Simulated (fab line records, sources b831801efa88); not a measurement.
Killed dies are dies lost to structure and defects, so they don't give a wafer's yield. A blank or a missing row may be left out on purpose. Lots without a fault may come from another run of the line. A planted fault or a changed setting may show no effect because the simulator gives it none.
Chamber matching | flow gf180mcu | GF_CONTACT_CMP_27 on cmp-02: 4 sister chambers
The step polishes, stops on SiO2, t overpolish 15 s, target thk 0 nm. 4 wafers are shown with their chamber, then 8 later ones without.

WAFERS WITH THEIR CHAMBER
wafer  | chamber | motor_current_A (A)
L616.6 | 1       | 11.5
L628.1 | 2       | 11.5
L628.4 | 3       | 9.5
L629.1 | 0       | 9.4

WAFERS WITHOUT THEIR CHAMBER
wafer  | motor_current_A (A)
L629.4 | 10.7
L629.5 | 11.6
L630.2 | 11.5
L630.4 | 10.2
L630.5 | 9.2
L631.1 | 9.5
L631.2 | 10.4
L631.3 | 11.7

WHICH CHAMBER EACH WENT THROUGH
wafer  | from the rows above               | in truth
L629.4 | can't be placed: 1 or 2 or 3 or 0 | 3
L629.5 | can't be placed: 1 or 2           | 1
L630.2 | can't be placed: 1 or 2           | 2
L630.4 | can't be placed: 3 or 0 or 1 or 2 | 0
L630.5 | can't be placed: 0 or 3           | 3
L631.1 | can't be placed: 3 or 0           | 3
L631.2 | can't be placed: 3 or 0 or 1 or 2 | 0
L631.3 | can't be placed: 1 or 2           | 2
Placed correctly: 0 of 8. Can't be placed from these rows: 8 (the true chamber is among the candidates in 8). Placed wrongly: 0.
How it was worked out, from the rows above alone: a wafer's distance from a chamber is the root of the sum, over the readings, of the square of ((its reading less the chamber's mean) divided by the reading's scatter). The wafer belongs to the nearest chamber; if the next one is less than 2 further off, it can't be placed. A chamber's mean is the mean of its shown wafers. The scatter: with one shown wafer a chamber, the root of the mean of the squares of how far each hidden wafer lies from its nearest shown one.
